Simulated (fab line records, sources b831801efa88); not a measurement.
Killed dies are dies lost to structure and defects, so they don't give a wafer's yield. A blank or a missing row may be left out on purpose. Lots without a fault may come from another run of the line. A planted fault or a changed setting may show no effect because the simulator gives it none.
Chamber matching | flow sfq_line | SFQ_TRILAYER_I0_VIA_BARC_OPEN_VIA_ETCH_046 on rie_diel-02: 4 sister chambers
The step etches BARC in O2, target depth 125 nm, time 41.7 s. 14 wafers are shown with their chamber, then 7 later ones without.

WAFERS WITH THEIR CHAMBER
wafer  | chamber | drypump_motor_current_A (A) | oes_product_au (a.u.)
L208.1 | 2       | 6.0                         | 0.688
L208.2 | 0       | 5.7                         | 0.688
L208.3 | 3       | 6.0                         | 0.681
L209.1 | 1       | 5.2                         | 0.690
L209.3 | 2       | 6.0                         | 0.689
L209.6 | 0       | 5.7                         | 0.683
L213.3 | 0       | 5.7                         | 0.684
L213.4 | 2       | 6.0                         | 0.687
L213.5 | 0       | 5.7                         | 0.687
L215.1 | 3       | 6.0                         | 0.685
L215.3 | 0       | 5.8                         | 0.687
L215.6 | 0       | 5.8                         | 0.692
L216.1 | 3       | 6.0                         | 0.687
L216.5 | 3       | 6.0                         | 0.680

SIGNATURES (means of the wafers above)
reading                 | chamber 0 | chamber 1 | chamber 2 | chamber 3 | scatter within a chamber
drypump_motor_current_A | 5.733     | 5.200     | 6.000     | 6.000     | 0.0365
oes_product_au          | 0.68683   | 0.69000   | 0.68800   | 0.68325   | 0.00293
Rule: a wafer's distance from a chamber is the root of the sum, over the readings, of the square of ((its reading less the chamber's mean) divided by the reading's scatter). The wafer belongs to the nearest chamber; if the next one is less than 2 further off, it can't be placed. The scatter: the root of (the sum of the squares of (reading less its chamber's mean) over the shown wafers, divided by (wafers less chambers)).

WAFERS WITHOUT THEIR CHAMBER
wafer  | drypump_motor_current_A (A) | oes_product_au (a.u.)
L216.6 | 6.0                         | 0.686
L225.2 | 6.0                         | 0.687
L225.3 | 5.7                         | 0.685
L225.4 | 6.0                         | 0.693
L229.1 | 6.0                         | 0.689
L229.2 | 6.0                         | 0.689
L229.3 | 5.1                         | 0.682

WHICH CHAMBER EACH WENT THROUGH
wafer  | from the rows above     | in truth
L216.6 | can't be placed: 2 or 3 | 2
L225.2 | can't be placed: 2 or 3 | 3
L225.3 | 0                       | 0
L225.4 | can't be placed: 2 or 3 | 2
L229.1 | can't be placed: 2 or 3 | 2
L229.2 | can't be placed: 2 or 3 | 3
L229.3 | 1                       | 1
Placed correctly: 2 of 7. Can't be placed from these rows: 5 (the true chamber is among the candidates in 5). Placed wrongly: 0.
